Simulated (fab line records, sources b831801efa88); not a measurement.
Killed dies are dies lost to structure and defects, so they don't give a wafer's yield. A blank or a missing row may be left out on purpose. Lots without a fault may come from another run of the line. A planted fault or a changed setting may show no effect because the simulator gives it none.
Which tool did it? | flow sky130 | 6 lots, 18 wafers sampled, at 4 steps of a route of 708

WHAT THE GAUGES READ, wafer by wafer
SKY_VT_ADJUST_LVTN_TW_MEAS_10.
lot  | measured     | on            | VT_ADJUST_LVTN_TW
L444 | day 7 09:46  | film_metro-04 | 239.9 239.3 239.9
L448 | day 8 15:04  | film_metro-04 | 240.6 239.7 241.2
L451 | day 9 07:19  | film_metro-02 | 241.2 240.2 241.7
L453 | day 9 21:11  | film_metro-01 | 259.0 259.7 259.1
L463 | day 12 22:25 | film_metro-01 | 239.5 240.9 240.6
L465 | day 13 10:35 | film_metro-01 | 238.1 238.9 239.8

WHICH TOOL RAN EACH LOT (tool, then ch and the chambers of the sampled wafers, then the start)
lot  | SKY_FIELD_ISO_CMP_27         | SKY_VT_ADJUST_LVTN_IMPLANT_08   | SKY_VT_ADJUST_LVTN_STRIP_09
L444 | cmp-02 ch 2,3, day 2 18:49   | implanter-04 ch 0, day 7 09:31  | plasma_asher-04 ch 0, day 7 09:40
L448 | cmp-02 ch 0,1,3, day 3 17:17 | implanter-04 ch 0, day 8 14:49  | plasma_asher-01 ch 0,1, day 8 14:58
L451 | cmp-01 ch 0,1, day 4 07:33   | implanter-04 ch 0, day 9 07:04  | plasma_asher-04 ch 0, day 9 07:13
L453 | cmp-02 ch 0,1,3, day 4 17:41 | implanter-04 ch 0, day 9 20:58  | plasma_asher-04 ch 0,1, day 9 21:05
L463 | cmp-02 ch 1,3, day 7 03:29   | implanter-04 ch 0, day 12 22:11 | plasma_asher-01 ch 0,1, day 12 22:19
L465 | cmp-01 ch 0,2,3, day 7 10:16 | implanter-04 ch 0, day 13 10:21 | plasma_asher-04 ch 0,1, day 13 10:28
- SKY_FIELD_ISO_CMP_27: polishes, stops on Si3N4, t overpolish 16 s, target thk 457.8 nm.
- SKY_VT_ADJUST_LVTN_IMPLANT_08
- SKY_VT_ADJUST_LVTN_STRIP_09: strips in O2/N2.

THE ANSWER, worked out from the rows above alone
Rule: what is usual is taken from the lots themselves. Put in order of their means at a reading, lots are off if they are a third of the lots or fewer, leave a main group of 4 or more, and stand apart from it by a gap of 3 or more times the standard deviation of the main group's means; of several such gaps the widest counts. A main group whose means are all the same, to the digits that the tables above print for the reading, isn't used. A lot without any number at a reading at which 4 lots or more have one is off too. The other lots that the step has rows for count as sound.
Off: L453, at SKY_VT_ADJUST_LVTN_TW_MEAS_10 (VT_ADJUST_LVTN_TW). The main group: mean 240.1, standard deviation 0.72.
A tool fits if, at a process step before that reading, it ran every lot that is off, and no sound lot after the first of them. The gauges at SKY_VT_ADJUST_LVTN_TW_MEAS_10 are tried like those tools. None of those tried fits.

WHAT THE SIMULATOR HAD PUT IN
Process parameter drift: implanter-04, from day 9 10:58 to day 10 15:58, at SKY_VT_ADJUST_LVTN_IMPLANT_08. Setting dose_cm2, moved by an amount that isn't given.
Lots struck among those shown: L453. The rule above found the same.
